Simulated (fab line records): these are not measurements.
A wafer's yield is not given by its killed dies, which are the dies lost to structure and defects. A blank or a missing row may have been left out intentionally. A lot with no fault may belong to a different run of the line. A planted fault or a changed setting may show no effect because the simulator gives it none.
Matching of chambers :: flow sky130 :: 4 sister chambers for SKY_SONOS_ONO_ETCH_15 on rieDiel-04
The step etches the open film in CHF3/O2, target depth 19.52 nm, time 7.8 s. 7 wafers are shown with their chamber, then 7 later ones without.

## WAFERS, EACH WITH ITS CHAMBER
wafer: L075.1
chamber: 1
drypumpMotorCurrentA (A): 6.2
throttleValvePct (%): 8.807

wafer: L080.4
chamber: 0
drypumpMotorCurrentA (A): 6.5
throttleValvePct (%): 8.819

wafer: L082.1
chamber: 3
drypumpMotorCurrentA (A): 6.6
throttleValvePct (%): 8.826

wafer: L082.5
chamber: 3
drypumpMotorCurrentA (A): 6.6
throttleValvePct (%): 8.823

wafer: L082.6
chamber: 2
drypumpMotorCurrentA (A): 5.7
throttleValvePct (%): 8.830

wafer: L089.1
chamber: 0
drypumpMotorCurrentA (A): 6.4
throttleValvePct (%): 8.819

wafer: L089.3
chamber: 2
drypumpMotorCurrentA (A): 5.7
throttleValvePct (%): 8.825

## WAFERS WITH NO CHAMBER GIVEN
wafer: L089.5
drypumpMotorCurrentA (A): 6.6
throttleValvePct (%): 8.829

wafer: L092.1
drypumpMotorCurrentA (A): 5.7
throttleValvePct (%): 8.816

wafer: L092.5
drypumpMotorCurrentA (A): 5.7
throttleValvePct (%): 8.824

wafer: L092.6
drypumpMotorCurrentA (A): 6.2
throttleValvePct (%): 8.824

wafer: L097.2
drypumpMotorCurrentA (A): 6.4
throttleValvePct (%): 8.837

wafer: L097.3
drypumpMotorCurrentA (A): 5.8
throttleValvePct (%): 8.817

wafer: L097.5
drypumpMotorCurrentA (A): 6.6
throttleValvePct (%): 8.822

## WHICH CHAMBER EACH WENT THROUGH
wafer: L089.5
from the rows above: 3
in truth: 3

wafer: L092.1
from the rows above: 2
in truth: 2

wafer: L092.5
from the rows above: 2
in truth: 2

wafer: L092.6
from the rows above: can't be placed: 0 or 1
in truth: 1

wafer: L097.2
from the rows above: can't be placed: 3 or 0
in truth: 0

wafer: L097.3
from the rows above: 2
in truth: 2

wafer: L097.5
from the rows above: 3
in truth: 3
Placed correctly: 5 of 7. Cannot be placed on the basis of these rows: 2; the candidates contain the true chamber in 2. Number placed wrongly: 0.
How it was worked out, from the rows above alone: a wafer's distance from a chamber is the root of the sum, over the readings, of the square of ((its reading less the chamber's mean) divided by the reading's scatter). The wafer belongs to the nearest chamber; if the next one is less than 2 further off, it can't be placed. For every chamber, the mean is computed from those of its wafers that are shown. The scatter: the root of (the sum of the squares of (reading less its chamber's mean) over the shown wafers, divided by (wafers less chambers)).
